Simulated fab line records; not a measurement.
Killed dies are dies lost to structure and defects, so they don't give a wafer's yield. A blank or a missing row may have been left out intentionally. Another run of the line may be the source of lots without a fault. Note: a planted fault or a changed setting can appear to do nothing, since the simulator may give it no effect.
Matching of chambers :: flow sky130 :: SKY_CONTACT_ETCH_17 on rie diel-02 has 4 sister chambers
The step etches SiO2 in C4F8/O2/Ar, stops on Si3N4, target depth 340 nm. 7 wafers are shown with their chamber, then 7 later ones without.

WAFERS WITH THEIR CHAMBER
wafer: L080.3
chamber: 0
oes product au (a.u.): 0.891

wafer: L080.4
chamber: 3
oes product au (a.u.): 0.889

wafer: L082.2
chamber: 2
oes product au (a.u.): 0.898

wafer: L082.3
chamber: 1
oes product au (a.u.): 0.887

wafer: L082.6
chamber: 3
oes product au (a.u.): 0.894

wafer: L083.1
chamber: 1
oes product au (a.u.): 0.893

wafer: L083.4
chamber: 0
oes product au (a.u.): 0.886

WAFERS MISSING THEIR CHAMBER
wafer: L083.5
oes product au (a.u.): 0.890

wafer: L087.2
oes product au (a.u.): 0.890

wafer: L087.4
oes product au (a.u.): 0.897

wafer: L087.5
oes product au (a.u.): 0.902

wafer: L090.3
oes product au (a.u.): 0.889

wafer: L090.5
oes product au (a.u.): 0.896

wafer: L090.6
oes product au (a.u.): 0.898

WHICH CHAMBER EACH WENT THROUGH
wafer: L083.5
from the rows above: can't be placed: 1 or 0 or 3
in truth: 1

wafer: L087.2
from the rows above: can't be placed: 1 or 0 or 3
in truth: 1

wafer: L087.4
from the rows above: can't be placed: 2 or 3 or 1 or 0
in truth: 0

wafer: L087.5
from the rows above: can't be placed: 2 or 3
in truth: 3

wafer: L090.3
from the rows above: can't be placed: 0 or 1 or 3
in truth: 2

wafer: L090.5
from the rows above: can't be placed: 2 or 3 or 1 or 0
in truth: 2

wafer: L090.6
from the rows above: can't be placed: 2 or 3
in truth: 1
Correctly placed: 0 of 7. These rows do not allow placing 7 (true chamber among the candidates in 5). Wrongly placed: 0.
How it was worked out, from the rows above alone: a wafer's distance from a chamber is the root of the sum, over the readings, of the square of ((its reading less the chamber's mean) divided by the reading's scatter). If the next closest chamber is less than 2 further off than the closest, the wafer can't be placed; otherwise it belongs to the closest. The mean given for a chamber averages the wafers shown for that chamber. How the scatter is found: for the shown wafers, subtract from each reading the mean of its chamber, square and add these, divide the total by (wafers less chambers), then take the root.
